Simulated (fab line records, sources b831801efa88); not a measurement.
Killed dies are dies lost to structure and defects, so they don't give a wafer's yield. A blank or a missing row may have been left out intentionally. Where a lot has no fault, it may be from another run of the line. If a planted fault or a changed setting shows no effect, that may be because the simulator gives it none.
fab line records || flow gf180mcu
[record] {"lots": 5, "wafers": 15, "last-day": 34}
route steps=602 shown DNWELL@37 NWELL@42
lots that met no fault: taken from a fault-free run of the same line
start-h: hours from the record's first day to the start of the lot's first wafer shown || wait-h: hours elapsed since this lot's preceding step || " repeats the value in the row above || L1.1+2: several wafers, shown together as one row || - no value, or no start given || * or withheld: withheld || < > ~ a bound
route shown NAME@n: a module of which the file shows steps, and the number in the route of the first || usual: mean/standard deviation taken from wafers without a fault || same: alike in all rows || chamber/n: place in a boat || sites: readings site by site || _std_site: standard deviation of those values || _edge_site: mean of outer sites minus mean of inner sites || radius-mm: how far each site lies from the wafer's centre || mask NAME#n: copy n || behind: the last tool/chamber to shape the wafer || hold: why the lot was held/for how many hours/how that ended || device: names the non-switching transistor (n, p or np) || end of line: tests run on the same wafers once the route is complete || a step with no rows: only its recipe || killed: not the wafer's yield, but the dies lost to structure and defects at the first sort || map: the dies of a wafer, with x for killed, . for not killed, _ for no die there
set.NAME: setting as actually run; set.NAME@STEP: the setting as run at that earlier step || model.NAME: the simulator's own value behind a step, which no gauge read
certain route steps with their lots: each step a table, each wafer a row
services: from which hour (start-h, from the record's first day; less than 0 if before it) a tool's chamber was out of use, for how many hours, and why
[[steps]]
[step GF_DNWELL_PEB_05]
[recipe] {"temp-c": 115, "time-s": "withheld"}
[usual] {"heater-power-total-W": "69.35/0.13"}
{"lot.wafer": "L074.1", "tool": "litho-track-02", "chamber": 0, "start-h": "-", "wait-h": "-", "heater-power-total-W": 69.48}
{"lot.wafer": "L074.4", "tool": "litho-track-02", "chamber": 0, "start-h": "-", "wait-h": "-", "heater-power-total-W": 69.37}
{"lot.wafer": "L074.5", "tool": "litho-track-02", "chamber": 0, "start-h": "-", "wait-h": "-", "heater-power-total-W": 69.36}
{"lot.wafer": "L076.2", "tool": "litho-track-03", "chamber": 0, "start-h": "-", "wait-h": "-", "heater-power-total-W": 69.36}
{"lot.wafer": "L076.3", "tool": "litho-track-03", "chamber": 0, "start-h": "-", "wait-h": "-", "heater-power-total-W": 69.17}
{"lot.wafer": "L076.4", "tool": "litho-track-03", "chamber": 0, "start-h": "-", "wait-h": "-", "heater-power-total-W": 69.47}
{"lot.wafer": "L086.2", "tool": "litho-track-03", "chamber": 0, "start-h": "-", "wait-h": "-", "heater-power-total-W": 69.48}
{"lot.wafer": "L086.3", "tool": "litho-track-03", "chamber": 0, "start-h": "-", "wait-h": "-", "heater-power-total-W": 69.37}
{"lot.wafer": "L086.4", "tool": "litho-track-03", "chamber": 0, "start-h": "-", "wait-h": "-", "heater-power-total-W": 69.43}
{"lot.wafer": "L090.1", "tool": "litho-track-02", "chamber": 0, "start-h": "-", "wait-h": "-", "heater-power-total-W": 69.18}
{"lot.wafer": "L090.2", "tool": "litho-track-02", "chamber": 0, "start-h": "-", "wait-h": "-", "heater-power-total-W": 69.40}
{"lot.wafer": "L090.4", "tool": "litho-track-02", "chamber": 0, "start-h": "-", "wait-h": "-", "heater-power-total-W": 69.55}
{"lot.wafer": "L096.2", "tool": "litho-track-03", "chamber": 0, "start-h": "-", "wait-h": "-", "heater-power-total-W": 69.28}
{"lot.wafer": "L096.3", "tool": "litho-track-03", "chamber": 0, "start-h": "-", "wait-h": "-", "heater-power-total-W": 69.25}
{"lot.wafer": "L096.6", "tool": "litho-track-03", "chamber": 0, "start-h": "-", "wait-h": "-", "heater-power-total-W": 69.51}
[step GF_DNWELL_DEVELOP_06]
[recipe] {"wall-angle-deg": 90, "develop-time-s": 60, "dev-temp-c": 23}
[same] {"develop-time-s": 60}
{"lot.wafer": "L074.1+4+5", "tool": "litho-track-02", "chamber": 0, "start-h": "-", "wait-h": "-"}
{"lot.wafer": "L076.2+3+4", "tool": "litho-track-03", "chamber": 0, "start-h": "-", "wait-h": "-"}
{"lot.wafer": "L086.2+3+4", "tool": "litho-track-03", "chamber": 0, "start-h": "-", "wait-h": "-"}
{"lot.wafer": "L090.1+2+4", "tool": "litho-track-02", "chamber": 0, "start-h": "-", "wait-h": "-"}
{"lot.wafer": "L096.2+3+6", "tool": "litho-track-03", "chamber": 0, "start-h": "-", "wait-h": "-"}
[step GF_DNWELL_IMPLANT_07]
[recipe] {"species": "P", "energy-kev": 1500, "dose-cm2": 1e+13, "tilt-deg": 0}
{"lot.wafer": "L074.1+4+5", "tool": "implanter-02", "chamber": 0, "start-h": 43.68, "wait-h": "-"}
{"lot.wafer": "L076.2+3+4", "tool": "implanter-04", "chamber": 0, "start-h": 54.58, "wait-h": "-"}
{"lot.wafer": "L086.2+3+4", "tool": "implanter-01", "chamber": 0, "start-h": 105.58, "wait-h": "-"}
{"lot.wafer": "L090.1+2+4", "tool": "implanter-04", "chamber": 0, "start-h": 127.47, "wait-h": "-"}
{"lot.wafer": "L096.2+3+6", "tool": "implanter-02", "chamber": 0, "start-h": 159.03, "wait-h": "-"}
[step GF_DNWELL_STRIP_08]
[recipe] {"chemistry": "O2/N2", "power-w": 1400, "pressure-mtorr": 1500, "platen-temp-c": 250, "o2-flow-sccm": 3000, "n2-flow-sccm": 300, "overash-fraction": 0.5}
[usual] {"drypump-motor-current-A": "5.5/0.59", "heater-power-w": "357/40", "o2-flow-sccm": "2998/9.8", "oes-product-au": "0.722/0.0049", "strip-time-to-endpoint-s": "36.84/0.11"}
{"lot.wafer": "L074.1", "tool": "plasma-asher-03", "chamber": 0, "start-h": 43.83, "wait-h": 0.1, "drypump-motor-current-A": 5.9, "heater-power-w": 329, "o2-flow-sccm": 3012, "oes-product-au": 0.722, "rf-hours-counter-h": 25, "strip-time-to-endpoint-s": 36.86}
{"lot.wafer": "L074.4", "tool": "plasma-asher-03", "chamber": 0, "start-h": 43.83, "wait-h": 0.1, "drypump-motor-current-A": 5.9, "heater-power-w": 336, "o2-flow-sccm": 2999, "oes-product-au": 0.718, "rf-hours-counter-h": "-", "strip-time-to-endpoint-s": 36.78}
{"lot.wafer": "L074.5", "tool": "plasma-asher-03", "chamber": 0, "start-h": 43.83, "wait-h": 0.1, "drypump-motor-current-A": 6.0, "heater-power-w": 344, "o2-flow-sccm": 3011, "oes-product-au": 0.720, "rf-hours-counter-h": "-", "strip-time-to-endpoint-s": 36.83}
{"lot.wafer": "L076.2", "tool": "plasma-asher-04", "chamber": 0, "start-h": 54.70, "wait-h": 0.1, "drypump-motor-current-A": 4.9, "heater-power-w": 391, "o2-flow-sccm": 2986, "oes-product-au": 0.721, "rf-hours-counter-h": 40, "strip-time-to-endpoint-s": 36.70}
{"lot.wafer": "L076.3", "tool": "plasma-asher-04", "chamber": 0, "start-h": 54.70, "wait-h": 0.1, "drypump-motor-current-A": 4.9, "heater-power-w": 383, "o2-flow-sccm": 3001, "oes-product-au": 0.721, "rf-hours-counter-h": "-", "strip-time-to-endpoint-s": 36.69}
{"lot.wafer": "L076.4", "tool": "plasma-asher-04", "chamber": 1, "start-h": 54.70, "wait-h": 0.1, "drypump-motor-current-A": 6.2, "heater-power-w": 427, "o2-flow-sccm": 2995, "oes-product-au": 0.724, "rf-hours-counter-h": "-", "strip-time-to-endpoint-s": 36.87}
{"lot.wafer": "L086.2", "tool": "plasma-asher-01", "chamber": 0, "start-h": 105.70, "wait-h": 0.1, "drypump-motor-current-A": 6.1, "heater-power-w": 364, "o2-flow-sccm": 3001, "oes-product-au": 0.724, "rf-hours-counter-h": 44, "strip-time-to-endpoint-s": 36.81}
{"lot.wafer": "L086.3", "tool": "plasma-asher-01", "chamber": 0, "start-h": 105.70, "wait-h": 0.1, "drypump-motor-current-A": 6.1, "heater-power-w": 358, "o2-flow-sccm": 3004, "oes-product-au": 0.714, "rf-hours-counter-h": "-", "strip-time-to-endpoint-s": 36.64}
{"lot.wafer": "L086.4", "tool": "plasma-asher-01", "chamber": 1, "start-h": 105.70, "wait-h": 0.1, "drypump-motor-current-A": 5.7, "heater-power-w": 345, "o2-flow-sccm": 2983, "oes-product-au": 0.724, "rf-hours-counter-h": "-", "strip-time-to-endpoint-s": 36.75}
{"lot.wafer": "L090.1", "tool": "plasma-asher-01", "chamber": 0, "start-h": 127.62, "wait-h": 0.1, "drypump-motor-current-A": 6.0, "heater-power-w": 364, "o2-flow-sccm": 3007, "oes-product-au": 0.728, "rf-hours-counter-h": 46, "strip-time-to-endpoint-s": 36.75}
{"lot.wafer": "L090.2", "tool": "plasma-asher-01", "chamber": 1, "start-h": 127.62, "wait-h": 0.1, "drypump-motor-current-A": 5.7, "heater-power-w": 354, "o2-flow-sccm": 3002, "oes-product-au": 0.721, "rf-hours-counter-h": 46, "strip-time-to-endpoint-s": 36.65}
{"lot.wafer": "L090.4", "tool": "plasma-asher-01", "chamber": 0, "start-h": 127.62, "wait-h": 0.1, "drypump-motor-current-A": 6.1, "heater-power-w": 377, "o2-flow-sccm": 2996, "oes-product-au": 0.735, "rf-hours-counter-h": "-", "strip-time-to-endpoint-s": 36.70}
{"lot.wafer": "L096.2", "tool": "plasma-asher-03", "chamber": 1, "start-h": 159.15, "wait-h": 0.1, "drypump-motor-current-A": 4.8, "heater-power-w": 299, "o2-flow-sccm": 3010, "oes-product-au": 0.719, "rf-hours-counter-h": 37, "strip-time-to-endpoint-s": 36.79}
{"lot.wafer": "L096.3", "tool": "plasma-asher-03", "chamber": 1, "start-h": 159.15, "wait-h": 0.1, "drypump-motor-current-A": 4.7, "heater-power-w": 316, "o2-flow-sccm": 3007, "oes-product-au": 0.724, "rf-hours-counter-h": "-", "strip-time-to-endpoint-s": 36.69}
{"lot.wafer": "L096.6", "tool": "plasma-asher-03", "chamber": 0, "start-h": 159.15, "wait-h": 0.1, "drypump-motor-current-A": 5.9, "heater-power-w": 331, "o2-flow-sccm": 3002, "oes-product-au": 0.735, "rf-hours-counter-h": "-", "strip-time-to-endpoint-s": 36.80}
[step GF_DNWELL_TW_MEAS_09]
[usual] {"DNWELL_TW": "1342/12"}
{"lot.wafer": "L074.1", "tool": "film-metro-03", "chamber": "-", "start-h": 43.93, "wait-h": 0.1, "DNWELL_TW": 1359}
{"lot.wafer": "L074.4", "tool": "film-metro-03", "chamber": "-", "start-h": 43.93, "wait-h": 0.1, "DNWELL_TW": 1358}
{"lot.wafer": "L074.5", "tool": "film-metro-03", "chamber": "-", "start-h": 43.93, "wait-h": 0.1, "DNWELL_TW": 1361}
{"lot.wafer": "L076.2", "tool": "film-metro-04", "chamber": "-", "start-h": 54.81, "wait-h": 0.1, "DNWELL_TW": 1335}
{"lot.wafer": "L076.3", "tool": "film-metro-04", "chamber": "-", "start-h": 54.81, "wait-h": 0.1, "DNWELL_TW": 1337}
{"lot.wafer": "L076.4", "tool": "film-metro-04", "chamber": "-", "start-h": 54.81, "wait-h": 0.1, "DNWELL_TW": 1342}
{"lot.wafer": "L086.2", "tool": "film-metro-02", "chamber": "-", "start-h": 105.81, "wait-h": 0.1, "DNWELL_TW": 1351}
{"lot.wafer": "L086.3", "tool": "film-metro-02", "chamber": "-", "start-h": 105.81, "wait-h": 0.1, "DNWELL_TW": 1354}
{"lot.wafer": "L086.4", "tool": "film-metro-02", "chamber": "-", "start-h": 105.81, "wait-h": 0.1, "DNWELL_TW": 1350}
{"lot.wafer": "L090.1", "tool": "film-metro-04", "chamber": "-", "start-h": 127.72, "wait-h": 0.1, "DNWELL_TW": 1336}
{"lot.wafer": "L090.2", "tool": "film-metro-04", "chamber": "-", "start-h": 127.72, "wait-h": 0.1, "DNWELL_TW": 1332}
{"lot.wafer": "L090.4", "tool": "film-metro-04", "chamber": "-", "start-h": 127.72, "wait-h": 0.1, "DNWELL_TW": 1325}
{"lot.wafer": "L096.2", "tool": "film-metro-04", "chamber": "-", "start-h": 159.26, "wait-h": 0.1, "DNWELL_TW": 1324}
{"lot.wafer": "L096.3", "tool": "film-metro-04", "chamber": "-", "start-h": 159.26, "wait-h": 0.1, "DNWELL_TW": 1326}
{"lot.wafer": "L096.6", "tool": "film-metro-04", "chamber": "-", "start-h": 159.26, "wait-h": 0.1, "DNWELL_TW": 1326}
[step GF_NWELL_DEHYDRATE_00]
[recipe] {"temp-c": 200, "time-s": 60}
[usual] {"heater-power-total-W": "160.38/0.12"}
{"lot.wafer": "L074.1", "tool": "litho-track-01", "chamber": 0, "start-h": 49.69, "wait-h": 5.8, "heater-power-total-W": 160.17}
{"lot.wafer": "L074.4", "tool": "litho-track-01", "chamber": 0, "start-h": 49.69, "wait-h": 5.8, "heater-power-total-W": 160.21}
{"lot.wafer": "L074.5", "tool": "litho-track-01", "chamber": 0, "start-h": 49.69, "wait-h": 5.8, "heater-power-total-W": 160.30}
{"lot.wafer": "L076.2", "tool": "litho-track-04", "chamber": 0, "start-h": 60.84, "wait-h": 6.0, "heater-power-total-W": 160.36}
{"lot.wafer": "L076.3", "tool": "litho-track-04", "chamber": 0, "start-h": 60.84, "wait-h": 6.0, "heater-power-total-W": 160.47}
{"lot.wafer": "L076.4", "tool": "litho-track-04", "chamber": 0, "start-h": 60.84, "wait-h": 6.0, "heater-power-total-W": 160.15}
{"lot.wafer": "L086.2", "tool": "litho-track-03", "chamber": 0, "start-h": 112.48, "wait-h": 6.7, "heater-power-total-W": 160.51}
{"lot.wafer": "L086.3", "tool": "litho-track-03", "chamber": 0, "start-h": 112.48, "wait-h": 6.7, "heater-power-total-W": 160.30}
{"lot.wafer": "L086.4", "tool": "litho-track-03", "chamber": 0, "start-h": 112.48, "wait-h": 6.7, "heater-power-total-W": 160.36}
{"lot.wafer": "L090.1", "tool": "litho-track-04", "chamber": 0, "start-h": 134.67, "wait-h": 6.9, "heater-power-total-W": 160.54}
{"lot.wafer": "L090.2", "tool": "litho-track-04", "chamber": 0, "start-h": 134.67, "wait-h": 6.9, "heater-power-total-W": 160.33}
{"lot.wafer": "L090.4", "tool": "litho-track-04", "chamber": 0, "start-h": 134.67, "wait-h": 6.9, "heater-power-total-W": 160.40}
{"lot.wafer": "L096.2", "tool": "litho-track-03", "chamber": 0, "start-h": 167.18, "wait-h": 7.9, "heater-power-total-W": 160.30}
{"lot.wafer": "L096.3", "tool": "litho-track-03", "chamber": 0, "start-h": 167.18, "wait-h": 7.9, "heater-power-total-W": 160.47}
{"lot.wafer": "L096.6", "tool": "litho-track-03", "chamber": 0, "start-h": 167.18, "wait-h": 7.9, "heater-power-total-W": 160.37}
[step GF_NWELL_HMDS_01]
[recipe] {"prime-time-s": 60, "prime-temp-c": 120}
{"lot.wafer": "L074.1+4+5", "tool": "litho-track-01", "chamber": 0, "start-h": 49.84, "wait-h": 0.1}
{"lot.wafer": "L076.2+3+4", "tool": "litho-track-04", "chamber": 0, "start-h": 60.99, "wait-h": 0.1}
{"lot.wafer": "L086.2+3+4", "tool": "litho-track-03", "chamber": 0, "start-h": 112.63, "wait-h": 0.1}
{"lot.wafer": "L090.1+2+4", "tool": "litho-track-04", "chamber": 0, "start-h": 134.82, "wait-h": 0.1}
{"lot.wafer": "L096.2+3+6", "tool": "litho-track-03", "chamber": 0, "start-h": 167.33, "wait-h": 0.1}
[step GF_NWELL_COAT_02]
[recipe] {"spin-rpm": 2000, "resist-thk-nm": 3000}
{"lot.wafer": "L074.1+4+5", "tool": "litho-track-01", "chamber": 0, "start-h": 49.99, "wait-h": 0.1}
{"lot.wafer": "L076.2+3+4", "tool": "litho-track-04", "chamber": 0, "start-h": 61.14, "wait-h": 0.1}
{"lot.wafer": "L086.2+3+4", "tool": "litho-track-03", "chamber": 0, "start-h": 112.78, "wait-h": 0.1}
{"lot.wafer": "L090.1+2+4", "tool": "litho-track-04", "chamber": 0, "start-h": 134.97, "wait-h": 0.1}
{"lot.wafer": "L096.2+3+6", "tool": "litho-track-03", "chamber": 0, "start-h": 167.48, "wait-h": 0.1}
[step GF_NWELL_SOFTBAKE_03]
[recipe] {"temp-c": 110, "time-s": "withheld"}
[usual] {"heater-power-total-W": "65.31/0.14"}
{"lot.wafer": "L074.1", "tool": "litho-track-01", "chamber": 0, "start-h": 50.14, "wait-h": 0.1, "heater-power-total-W": 65.45}
{"lot.wafer": "L074.4", "tool": "litho-track-01", "chamber": 0, "start-h": 50.14, "wait-h": 0.1, "heater-power-total-W": 65.24}
{"lot.wafer": "L074.5", "tool": "litho-track-01", "chamber": 0, "start-h": 50.14, "wait-h": 0.1, "heater-power-total-W": 65.46}
{"lot.wafer": "L076.2", "tool": "litho-track-04", "chamber": 0, "start-h": 61.30, "wait-h": 0.1, "heater-power-total-W": 65.23}
{"lot.wafer": "L076.3", "tool": "litho-track-04", "chamber": 0, "start-h": 61.30, "wait-h": 0.1, "heater-power-total-W": 65.31}
{"lot.wafer": "L076.4", "tool": "litho-track-04", "chamber": 0, "start-h": 61.30, "wait-h": 0.1, "heater-power-total-W": 65.08}
{"lot.wafer": "L086.2", "tool": "litho-track-03", "chamber": 0, "start-h": 112.94, "wait-h": 0.1, "heater-power-total-W": 65.13}
{"lot.wafer": "L086.3", "tool": "litho-track-03", "chamber": 0, "start-h": 112.94, "wait-h": 0.1, "heater-power-total-W": 65.22}
{"lot.wafer": "L086.4", "tool": "litho-track-03", "chamber": 0, "start-h": 112.94, "wait-h": 0.1, "heater-power-total-W": 65.10}
{"lot.wafer": "L090.1", "tool": "litho-track-04", "chamber": 0, "start-h": 135.12, "wait-h": 0.1, "heater-power-total-W": 65.16}
{"lot.wafer": "L090.2", "tool": "litho-track-04", "chamber": 0, "start-h": 135.12, "wait-h": 0.1, "heater-power-total-W": 65.13}
{"lot.wafer": "L090.4", "tool": "litho-track-04", "chamber": 0, "start-h": 135.12, "wait-h": 0.1, "heater-power-total-W": 65.24}
{"lot.wafer": "L096.2", "tool": "litho-track-03", "chamber": 0, "start-h": 167.63, "wait-h": 0.1, "heater-power-total-W": 65.23}
{"lot.wafer": "L096.3", "tool": "litho-track-03", "chamber": 0, "start-h": 167.63, "wait-h": 0.1, "heater-power-total-W": 65.09}
{"lot.wafer": "L096.6", "tool": "litho-track-03", "chamber": 0, "start-h": 167.63, "wait-h": 0.1, "heater-power-total-W": 65.39}
[step GF_NWELL_EXPOSE_04]
[recipe] {"mask-id": "Nwell", "target-cd-nm": 860, "na": 0.6, "source-shape": "conventional", "sigma-outer": 0.6, "dose-mj": 260}
[usual] {"stage-vel-mm-s": "499.99/0.27"}
{"lot.wafer": "L074.1", "tool": "iline-stepper-01", "chamber": 0, "start-h": "-", "wait-h": "-", "mask": "Nwell#0", "stage-vel-mm-s": 499.96}
{"lot.wafer": "L074.4", "tool": "iline-stepper-01", "chamber": 0, "start-h": "-", "wait-h": "-", "mask": "Nwell#0", "stage-vel-mm-s": 500.19}
{"lot.wafer": "L074.5", "tool": "iline-stepper-01", "chamber": 0, "start-h": "-", "wait-h": "-", "mask": "Nwell#0", "stage-vel-mm-s": 499.96}
{"lot.wafer": "L076.2", "tool": "iline-stepper-02", "chamber": 0, "start-h": "-", "wait-h": "-", "mask": "Nwell#0", "stage-vel-mm-s": 499.93}
{"lot.wafer": "L076.3", "tool": "iline-stepper-02", "chamber": 0, "start-h": "-", "wait-h": "-", "mask": "Nwell#0", "stage-vel-mm-s": 500.00}
{"lot.wafer": "L076.4", "tool": "iline-stepper-02", "chamber": 0, "start-h": "-", "wait-h": "-", "mask": "Nwell#0", "stage-vel-mm-s": 500.07}
{"lot.wafer": "L086.2", "tool": "iline-stepper-01", "chamber": 0, "start-h": "-", "wait-h": "-", "mask": "Nwell#0", "stage-vel-mm-s": 500.05}
{"lot.wafer": "L086.3", "tool": "iline-stepper-01", "chamber": 0, "start-h": "-", "wait-h": "-", "mask": "Nwell#0", "stage-vel-mm-s": 499.76}
{"lot.wafer": "L086.4", "tool": "iline-stepper-01", "chamber": 0, "start-h": "-", "wait-h": "-", "mask": "Nwell#0", "stage-vel-mm-s": 499.90}
{"lot.wafer": "L090.1", "tool": "iline-stepper-02", "chamber": 0, "start-h": "-", "wait-h": "-", "mask": "Nwell#0", "stage-vel-mm-s": 500.03}
{"lot.wafer": "L090.2", "tool": "iline-stepper-02", "chamber": 0, "start-h": "-", "wait-h": "-", "mask": "Nwell#0", "stage-vel-mm-s": 500.19}
{"lot.wafer": "L090.4", "tool": "iline-stepper-02", "chamber": 0, "start-h": "-", "wait-h": "-", "mask": "Nwell#0", "stage-vel-mm-s": 500.24}
{"lot.wafer": "L096.2", "tool": "iline-stepper-01", "chamber": 0, "start-h": "-", "wait-h": "-", "mask": "Nwell#0", "stage-vel-mm-s": 500.32}
{"lot.wafer": "L096.3", "tool": "iline-stepper-01", "chamber": 0, "start-h": "-", "wait-h": "-", "mask": "Nwell#0", "stage-vel-mm-s": 500.24}
{"lot.wafer": "L096.6", "tool": "iline-stepper-01", "chamber": 0, "start-h": "-", "wait-h": "-", "mask": "Nwell#0", "stage-vel-mm-s": 499.86}
[[services]]
{"tool": "implanter-02", "chamber": "-", "start-h": 34.51, "hours": 4.5, "kind": "pm"}
{"tool": "iline-stepper-01", "chamber": 0, "start-h": 94.35, "hours": "-", "kind": "calibration"}
{"tool": "iline-stepper-02", "chamber": "-", "start-h": 139.24, "hours": 1.7, "kind": "pm"}
{"tool": "plasma-asher-03", "chamber": "-", "start-h": 139.74, "hours": 2.0, "kind": "repair"}
[[key]]
fault none
